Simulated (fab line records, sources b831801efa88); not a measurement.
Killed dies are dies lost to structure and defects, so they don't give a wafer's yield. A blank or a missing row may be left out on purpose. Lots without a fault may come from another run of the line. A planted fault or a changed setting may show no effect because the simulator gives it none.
A struck lot beside a sound one | flow sky130 | 43 steps out of a route of 708
Sound: wafers L352.3, L352.4, L352.5. Struck: wafers L362.1, L362.5, L362.6. The cause comes at the end.
At each step with rows: each side's tool, then ch and its chambers, then its first start. Under that, the readings that differ: sound wafers | struck wafers | difference of the means | sigmas: that difference in standard deviations of wafers without a fault.
alike: readings whose means differ by less than 2 such deviations, and words and numbers that are the same on both sides. not compared: withheld readings, readings that some wafer has no value for, bounds like >300 that may hide the same value, and numbers for which the record gives no deviation and whose values overlap.
The two part at a step that has a row with sigmas, a row that says differs or no value, or rows on one side only. Numbers that don't overlap but have no deviation are shown without sigmas and don't part them. A reading that every wafer of one side lacks parts them only if that side has two wafers or more.

SKY_GATE_OXIDE_TW_MEAS_14:
  sound on film_metro-04, day 15 18:21; struck on film_metro-01, day 19 08:14
  alike: GATE_OXIDE_TW
then, 3 steps without rows for these wafers: SKY_GATE_OXIDE_CLEAN_15 (cleans in SC1/SC2, time 150 s); SKY_GATE_OXIDE_OXIDATION_16 (stabilise 600 s, purge 300 s, target thk 3.57 nm); SKY_POLY_GATE_CVD_00 (deposits poly-Si, target thk 180 nm, time 720 s).
SKY_POLY_GATE_THK_MEAS_01:
  sound on film_metro-03, day 15 22:17; struck on film_metro-02, day 19 11:04
  alike: POLY_GATE_CVD_00_THK
then, 7 steps without rows for these wafers: SKY_RES_PROTECT_DEHYDRATE_00 (time 60 s); SKY_RES_PROTECT_HMDS_01 (prime time 60 s); SKY_RES_PROTECT_COAT_02 (resist thk 1140 nm); SKY_RES_PROTECT_SOFTBAKE_03 (time 60 s); SKY_RES_PROTECT_EXPOSE_04 (exposes mask RPM, target cd 1270 nm); SKY_RES_PROTECT_PEB_05; SKY_RES_PROTECT_DEVELOP_06 (develop time 60 s).
SKY_POLY_GATE_IMPLANT_02:
  sound on implanter-02 ch 0, day 17 02:13; struck on implanter-01 ch 0, day 20 17:02
SKY_RES_PROTECT_STRIP_07: strips in O2/N2.
  sound on plasma_asher-02 ch 0,1, day 17 02:21; struck on plasma_asher-04 ch 0,1, day 20 17:11
  alike: drypump_motor_current_A, oes_product_au, strip_time_to_endpoint_s
  not compared: rf_hours_counter_h
SKY_RES_PROTECT_TW_MEAS_08:
  sound on film_metro-02, day 17 02:26; struck on film_metro-02, day 20 17:17
  alike: POLY_GATE_TW
then, 2 steps without rows for these wafers: SKY_RES_PROTECT_CLEAN_09 (cleans in SC1/SC2, time 150 s); SKY_POLY_GATE_CVD_03 (deposits Si3N4 from DCS/NH3, target thk 75 nm, time 1290 s).
SKY_POLY_GATE_THK_MEAS_04:
  sound on film_metro-02, day 17 03:54; struck on film_metro-02, day 20 18:45
  alike: POLY_GATE_CVD_03_THK
then, 8 steps without rows for these wafers: SKY_POLY_GATE_DEHYDRATE_05 (time 60 s); SKY_POLY_GATE_HMDS_06 (prime time 60 s); SKY_POLY_GATE_COAT_07 (resist thk 110 nm); SKY_POLY_GATE_COAT_08 (resist thk 450 nm); SKY_POLY_GATE_SOFTBAKE_09 (time 90 s); SKY_POLY_GATE_EXPOSE_10 (exposes mask P1M, target cd 150 nm); SKY_POLY_GATE_PEB_11; SKY_POLY_GATE_DEVELOP_12 (develop time 60 s).
SKY_POLY_GATE_CD_MEAS_13: target cd 150 nm.
  sound on cd_sem-01, day 18 08:30; struck on cd_sem-02, day 22 01:39
  reading    | sound             | struck            | difference | sigmas
  cd_nm (nm) | 150.8 150.2 148.9 | 146.5 146.3 146.5 | -3.5       | -2
SKY_POLY_GATE_OVL_MEAS_14:
  sound on overlay-01, day 18 08:36; struck on overlay-01, day 22 01:46
  alike: POLY_GATE_OVL
SKY_POLY_GATE_ETCH_15: etches BARC in N2/H2, stops on SiO2, time 118.5 s, target depth 110 nm.
  sound on rie_diel-03 ch 1,3, day 18 08:37; struck on rie_diel-01 ch 0,2, day 22 01:49
  alike: drypump_motor_current_A, oes_product_au, throttle_valve_pct
  not compared: rf_hours_counter_h
SKY_POLY_GATE_ETCH_16: etches Si3N4 in CH3F/O2, stops on poly-Si, time 147.5 s, target depth 75 nm.
  sound on rie_diel-03 ch 1,3, day 18 08:42; struck on rie_diel-01 ch 0,2, day 22 01:53
  alike: drypump_motor_current_A, oes_product_au, throttle_valve_pct
  not compared: rf_hours_counter_h
SKY_POLY_GATE_ETCH_17: etches poly-Si in HBr/Cl2, stops on SiO2, target depth 180 nm, time 70.5 s.
  sound on rie_si-02 ch 1,2, day 18 08:48; struck on rie_si-02 ch 0,1,2, day 22 01:59
  alike: drypump_motor_current_A, oes_product_au, throttle_valve_pct
  not compared: rf_hours_counter_h
SKY_POLY_GATE_STRIP_18: strips in O2/N2.
  sound on plasma_asher-04 ch 0,1, day 18 08:53; struck on plasma_asher-04 ch 0,1, day 22 02:03
  alike: drypump_motor_current_A, oes_product_au, strip_time_to_endpoint_s
  not compared: rf_hours_counter_h
then, 2 steps without rows for these wafers: SKY_POLY_GATE_CLEAN_19 (cleans in SC1/SC2, time 150 s); SKY_POLY_GATE_OXIDATION_20 (stabilise 600 s, purge 300 s, target thk 4 nm).
SKY_POLY_GATE_THK_MEAS_21:
  sound on film_metro-04, day 18 11:18; struck on film_metro-02, day 22 05:39
  alike: POLY_GATE_OXIDATION_THK
SKY_POLY_GATE_CD_MEAS_22:
  sound on cd_sem-02, day 18 11:29; struck on cd_sem-01, day 22 05:43
  alike: cd_nm
then, 6 steps without rows for these wafers: SKY_LDD_N_DEHYDRATE_00 (time 60 s); SKY_LDD_N_HMDS_01 (prime time 60 s); SKY_LDD_N_COAT_02 (resist thk 300 nm); SKY_LDD_N_SOFTBAKE_03 (time 60 s); SKY_LDD_N_EXPOSE_04 (exposes mask NTM, target cd 840 nm); SKY_LDD_N_PEB_05.
-- the record jumps here: 27 days lie between the struck wafers' starts before and after (it left off in module LDD_N and takes up again in module PAD_OPEN, whose first step shown is number 708 of the route) --
SKY_PAD_OPEN_PROBE_99:
  sound on prober-01, day 47 02:40; struck on prober-01, day 49 13:40
  reading                                        | sound                  | struck               | difference | sigmas
  model.etest.res_poly.rs_ohm_sq_rim_less_centre | -0.03105 0.7325 0.3467 | -3.034 -3.399 -3.014 | -3.498     |
  model.etest.res_poly.rs_ohm_sq_range           | 1.333 1.145 1.535      | 3.45 3.712 3.506     | +2.22      |
  alike: killed_at_M0_to_M3, killed_at_M4_up, killed_at_contacts, killed_at_front_end, killed_at_other, killed_dies, killed_open, killed_short

WHERE THEY PART
Only at SKY_POLY_GATE_CD_MEAS_13, within this record. Later steps at which nothing parts them and some readings are alike: SKY_POLY_GATE_OVL_MEAS_14, SKY_POLY_GATE_ETCH_15, SKY_POLY_GATE_ETCH_16, SKY_POLY_GATE_ETCH_17, SKY_POLY_GATE_STRIP_18, SKY_POLY_GATE_THK_MEAS_21, SKY_POLY_GATE_CD_MEAS_22, SKY_PAD_OPEN_PROBE_99.

WHY: what the simulator had put in
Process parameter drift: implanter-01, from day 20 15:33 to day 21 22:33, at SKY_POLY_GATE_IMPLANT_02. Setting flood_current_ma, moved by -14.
